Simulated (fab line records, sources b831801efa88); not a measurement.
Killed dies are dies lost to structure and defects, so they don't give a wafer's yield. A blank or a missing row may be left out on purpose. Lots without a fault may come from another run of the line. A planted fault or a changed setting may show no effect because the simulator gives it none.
fab line records | flow gf180mcu
record lots=15 wafers=45 last_day=34
route steps=602 shown VT_IMPLANT@130 HV_LDD@197 PSD@261 NSD@262
lots that met no fault: from a run of the same line without faults
start_h: hours from the record's first day to the start of the lot's first wafer shown | wait_h: hours since the lot's step before | " the same as in the row above | L1.1+2: a row that stands for several wafers | - no value, or no start given | * or withheld: withheld | < > ~ a bound
route shown NAME@n: a module of which the file shows steps, and the number in the route of the first | usual: mean/standard deviation of fault-free wafers | same: alike in all rows | chamber/n: place in a boat | sites: the reading at each site | _std_site: their standard deviation | _edge_site: outer sites' mean less inner sites' | radius_mm: how far each site lies from the wafer's centre | mask NAME#n: copy n | behind: the tool/chamber that last shaped the wafer | hold: why the lot was held/for how many hours/how that ended | device: the transistor (n, p or np) that didn't switch | end of line: the same wafers' tests at the end of the route | a step without rows: its recipe alone | killed: dies lost to structure and defects at the first sort, not the wafer's yield | map: a wafer's dies, x killed, . not, _ none there
set.NAME: the setting as run; set.NAME@STEP: as run at that earlier step | model.NAME: the simulator's own value behind a step, which no gauge read
steps of the route over a sample of lots; a table a step, a row a wafer
services: from which hour (start_h, from the record's first day; less than 0 if before it) a tool's chamber was out of use, for how many hours, and why
## steps
# step GF_VT_IMPLANT_OVL_MEAS_40
# usual VT_IMPLANT_03_OVL=-0.7/1.3
# columns lot.wafer tool chamber start_h wait_h VT_IMPLANT_03_OVL[nm]
L557.2 overlay-01 - 156.44 0.1 1.6
L557.4 " - " " 0.5
L557.6 " - " " -0.9
L559.1 overlay-02 - 169.45 0.1 -1.6
L559.2 " - " " 0.2
L559.3 " - " " -0.2
L560.1 overlay-02 - 176.30 0.1 -1.8
L560.4 " - " " -0.4
L560.6 " - " " -0.9
L561.1 overlay-01 - 181.63 0.1 -2.2
L561.3 " - " " -0.1
L561.5 " - " " -1.7
L562.2 overlay-02 - 189.14 0.1 -0.5
L562.3 " - " " -3.2
L562.4 " - " " -0.8
L564.1 overlay-01 - 202.65 0.1 -1.8
L564.3 " - " " -2.0
L564.4 " - " " -2.7
L565.2 overlay-01 - 207.94 0.1 0.8
L565.3 " - " " 1.5
L565.5 " - " " 0.2
L566.1 overlay-01 - 217.88 0.1 -2.6
L566.3 " - " " -2.7
L566.5 " - " " -2.7
L568.3 overlay-01 - 229.94 0.1 0.2
L568.5 " - " " 1.7
L568.6 " - " " -1.5
L569.1 overlay-02 - 236.60 0.1 -1.7
L569.4 " - " " -0.4
L569.5 " - " " -1.3
L570.2 overlay-02 - 241.44 0.1 0.1
L570.4 " - " " -0.8
L570.6 " - " " 1.4
L571.1 overlay-01 - 248.85 0.1 0.8
L571.4 " - " " -1.3
L571.6 " - " " 0.7
L572.1 overlay-01 - 257.13 0.1 -2.9
L572.3 " - " " -2.5
L572.5 " - " " -2.4
L573.2 overlay-01 - 261.28 0.1 -0.1
L573.4 " - " " -2.4
L573.6 " - " " -1.0
L580.1 overlay-02 - 311.87 0.1 -1.2
L580.2 " - " " -1.4
L580.3 " - " " -2.2
# step GF_HV_LDD_IMPLANT_21
# recipe species=BF2 energy_kev=25 dose_cm2=5e+13 tilt_deg=7
# usual beam_energy_keV=25.000/0.0087 beam_on_s=10.02/0.21
# columns lot.wafer tool chamber start_h wait_h beam_energy_keV beam_on_s
L557.2 implanter-01 0 241.07 0.0 25.000 10.09
L557.4 " 0 " " 25.002 9.95
L557.6 " 0 " " 25.000 9.96
L559.1 implanter-02 0 249.09 0.0 25.003 10.08
L559.2 " 0 " " 25.008 9.72
L559.3 " 0 " " 25.000 10.10
L560.1 implanter-03 0 259.74 0.0 24.991 10.19
L560.4 " 0 " " 25.011 10.13
L560.6 " 0 " " 25.002 10.10
L561.1 implanter-01 0 266.00 0.0 25.011 9.97
L561.3 " 0 " " 25.007 9.95
L561.5 " 0 " " 25.001 9.99
L562.2 implanter-01 0 270.07 0.0 24.994 9.92
L562.3 " 0 " " 24.997 10.06
L562.4 " 0 " " 25.000 10.27
L564.1 implanter-02 0 286.60 0.0 24.988 9.84
L564.3 " 0 " " 24.991 10.11
L564.4 " 0 " " 24.998 10.53
L565.2 implanter-02 0 290.90 0.0 25.002 9.84
L565.3 " 0 " " 25.005 10.05
L565.5 " 0 " " 25.009 10.10
L566.1 implanter-02 0 303.05 0.0 25.022 10.18
L566.3 " 0 " " 25.001 9.55
L566.5 " 0 " " 25.010 10.15
L568.3 implanter-01 0 320.04 0.1 24.996 9.64
L568.5 " 0 " " 25.000 10.22
L568.6 " 0 " " 25.002 10.05
L569.1 implanter-01 0 326.49 0.0 25.002 10.50
L569.4 " 0 " " 24.992 9.71
L569.5 " 0 " " 25.004 10.20
L570.2 implanter-03 0 331.02 0.2 25.007 10.02
L570.4 " 0 " " 24.997 9.72
L570.6 " 0 " " 25.001 10.45
L571.1 implanter-01 - 338.53 0.0 - -
L571.4 " - " " - -
L571.6 " - " " - -
L572.1 implanter-03 - 348.88 0.0 - -
L572.3 " - " " - -
L572.5 " - " " - -
L573.2 implanter-03 - 352.42 0.0 - -
L573.4 " - " " - -
L573.6 " - " " - -
L580.1 implanter-03 0 419.34 0.0 24.996 10.15
L580.2 " 0 " " 24.990 10.34
L580.3 " 0 " " 25.011 10.57
# step GF_HV_LDD_TW_MEAS_23
# usual HV_LDD_2_TW=1054/7.3
# columns lot.wafer tool chamber start_h wait_h HV_LDD_2_TW
L557.2 film_metro-04 - 241.30 0.1 1041
L557.4 " - " " 1041
L557.6 " - " " 1038
L559.1 film_metro-04 - 249.34 0.1 1035
L559.2 " - " " 1042
L559.3 " - " " 1041
L560.1 film_metro-02 - 259.99 0.1 1059
L560.4 " - " " 1060
L560.6 " - " " 1060
L561.1 film_metro-04 - 266.25 0.1 1048
L561.3 " - " " 1045
L561.5 " - " " 1046
L562.2 film_metro-02 - 270.30 0.1 1056
L562.3 " - " " 1045
L562.4 " - " " 1052
L564.1 film_metro-03 - 286.89 0.1 1063
L564.3 " - " " 1061
L564.4 " - " " 1065
L565.2 film_metro-03 - 291.14 0.1 1061
L565.3 " - " " 1062
L565.5 " - " " 1064
L566.1 film_metro-04 - 303.30 0.1 1044
L566.3 " - " " 1048
L566.5 " - " " 1050
L568.3 film_metro-02 - 320.26 0.1 1060
L568.5 " - " " 1062
L568.6 " - " " 1062
L569.1 film_metro-02 - 326.74 0.1 1063
L569.4 " - " " 1064
L569.5 " - " " 1061
L570.2 film_metro-04 - 331.25 0.1 1049
L570.4 " - " " 1043
L570.6 " - " " 1038
L571.1 film_metro-04 - 338.78 0.1 30
L571.4 " - " " 30
L571.6 " - " " 30
L572.1 film_metro-04 - 349.13 0.1 30
L572.3 " - " " 30
L572.5 " - " " 30
L573.2 film_metro-03 - 352.65 0.1 30
L573.4 " - " " 30
L573.6 " - " " 30
L580.1 film_metro-03 - 419.59 0.1 1058
L580.2 " - " " 1053
L580.3 " - " " 1057
# step GF_PSD_RTA_13
# recipe temp_c=1025 time_s=20 ambient=N2
# usual lamp_power_pct=35.0/1.6 wafer_temp_C_max=1030.2/0.92
# columns lot.wafer tool chamber start_h wait_h lamp_power_pct wafer_temp_C_max
L557.2 rtp_anneal-01 0 323.57 0.0 33.4 1029.4
L557.4 " 0 " " 33.4 1031.4
L557.6 " 0 " " 33.4 1030.3
L559.1 rtp_anneal-01 0 333.81 0.0 33.4 1031.5
L559.2 " 0 " " 33.4 1030.3
L559.3 " 0 " " 33.3 1029.8
L560.1 rtp_anneal-01 0 345.46 0.0 33.4 1030.4
L560.4 " 0 " " 33.3 1031.9
L560.6 " 0 " " 33.4 1030.1
L561.1 rtp_anneal-01 0 352.69 0.0 33.4 1029.1
L561.3 " 0 " " 33.4 1029.8
L561.5 " 0 " " 33.4 1029.1
L562.2 rtp_anneal-02 0 357.26 0.0 36.6 1032.4
L562.3 " 0 " " 36.6 1031.2
L562.4 " 0 " " 36.6 1030.3
L564.1 rtp_anneal-01 0 375.06 0.0 33.4 1030.2
L564.3 " 0 " " 33.4 1030.0
L564.4 " 0 " " 33.4 1029.8
L565.2 rtp_anneal-01 0 380.28 0.0 33.4 1029.3
L565.3 " 0 " " 33.4 1030.5
L565.5 " 0 " " 33.4 1029.9
L566.1 rtp_anneal-02 0 392.35 0.0 36.5 1031.2
L566.3 " 0 " " 36.6 1032.9
L566.5 " 0 " " 36.6 1030.6
L568.3 rtp_anneal-02 0 412.04 0.0 36.6 1030.5
L568.5 " 0 " " 36.6 1030.3
L568.6 " 0 " " 36.6 1029.7
L569.1 rtp_anneal-01 0 418.35 0.0 33.4 1029.6
L569.4 " 0 " " 33.4 1030.5
L569.5 " 0 " " 33.4 1030.3
L570.2 rtp_anneal-02 0 424.12 0.0 36.6 1030.6
L570.4 " 0 " " 36.6 1029.5
L570.6 " 0 " " 36.6 1029.2
L580.1 rtp_anneal-02 0 519.16 0.0 36.5 1030.4
L580.2 " 0 " " 36.6 1031.6
L580.3 " 0 " " 36.5 1029.5
# step GF_PSD_RS_MEAS_14
# recipe thk_meas_gauge=four-point-probe
# usual NSD_RS=46.13/0.08
# columns lot.wafer tool chamber start_h wait_h NSD_RS[ohm/sq]
L557.2 film_metro-01 - 323.66 0.1 46.04
L557.4 " - " " 46.17
L557.6 " - " " 46.10
L559.1 film_metro-04 - 333.89 0.1 46.21
L559.2 " - " " 46.13
L559.3 " - " " 46.18
L560.1 film_metro-04 - 345.55 0.1 46.10
L560.4 " - " " 46.07
L560.6 " - " " 46.02
L561.1 film_metro-01 - 352.78 0.1 46.05
L561.3 " - " " 46.11
L561.5 " - " " 46.05
L562.2 film_metro-03 - 357.35 0.1 46.23
L562.3 " - " " 46.20
L562.4 " - " " 46.26
L564.1 film_metro-04 - 375.15 0.1 46.07
L564.3 " - " " 46.13
L564.4 " - " " 46.16
L565.2 film_metro-03 - 380.37 0.1 46.17
L565.3 " - " " 46.13
L565.5 " - " " 46.10
L566.1 film_metro-03 - 392.43 0.1 46.21
L566.3 " - " " 46.16
L566.5 " - " " 46.29
L568.3 film_metro-03 - 412.14 0.1 46.18
L568.5 " - " " 46.16
L568.6 " - " " 46.20
L569.1 film_metro-01 - 418.43 0.1 46.03
L569.4 " - " " 46.11
L569.5 " - " " 46.11
L570.2 film_metro-01 - 424.21 0.1 46.13
L570.4 " - " " 46.24
L570.6 " - " " 46.11
L580.1 film_metro-04 - 519.25 0.1 46.19
L580.2 " - " " 46.19
L580.3 " - " " 46.15
## services
# columns tool chamber start_h hours kind
implanter-01 - 259.07 4.2 pm
implanter-03 - 269.75 2.1 repair
implanter-02 - 312.98 42.7 repair
implanter-03 - 314.28 4.4 pm
rtp_anneal-02 - 320.16 5.9 pm
implanter-01 - 327.56 4.3 repair
implanter-02 - 363.11 5.0 repair
implanter-03 - 377.38 1.2 repair
implanter-02 - 398.00 3.5 pm
implanter-02 - 419.73 2.4 repair
implanter-03 - 440.14 2.8 repair
## key
first_sign step=GF_HV_LDD_IMPLANT_21 reading=tool_record direction=missing
effect step=GF_HV_LDD_TW_MEAS_23 reading=HV_LDD_2_TW direction=down sigmas=99+ usual=1054 struck=30
met_at GF_HV_LDD_IMPLANT_21
struck_lots L571,L572,L573
later_rows_left_out L571.1,L571.4,L571.6,L572.1,L572.3,L572.5,L573.2,L573.4,L573.6
sort_left_out L571.1,L571.4,L571.6,L572.1,L572.3,L572.5,L573.2,L573.4,L573.6
tester_left_out L571,L572,L573
not_acting_at GF_VT_IMPLANT_OVL_MEAS_40,GF_PSD_RTA_13,GF_PSD_RS_MEAS_14
onset_between 331.02 338.53
fault kind=skipped_step_whole tool=implanter-01,implanter-03 chamber=- onset_h=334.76 steps=GF_HV_LDD_IMPLANT_21 scope=struck_lots_only
# tester_left_out: of these lots the tester's yield and bins aren't shown, on N5 and GAA mostly nor the transistor test; their killed dies are dies lost to structure and defects alone, not to doping, threshold or leakage, so they don't give the yield
# sort_left_out: the simulated sort isn't trusted on such a fault, so these wafers' sort isn't shown, and their yield isn't known
# later_rows_left_out: the simulator's readings of these wafers behind a module that went badly wrong aren't trusted and aren't shown, but for the sort
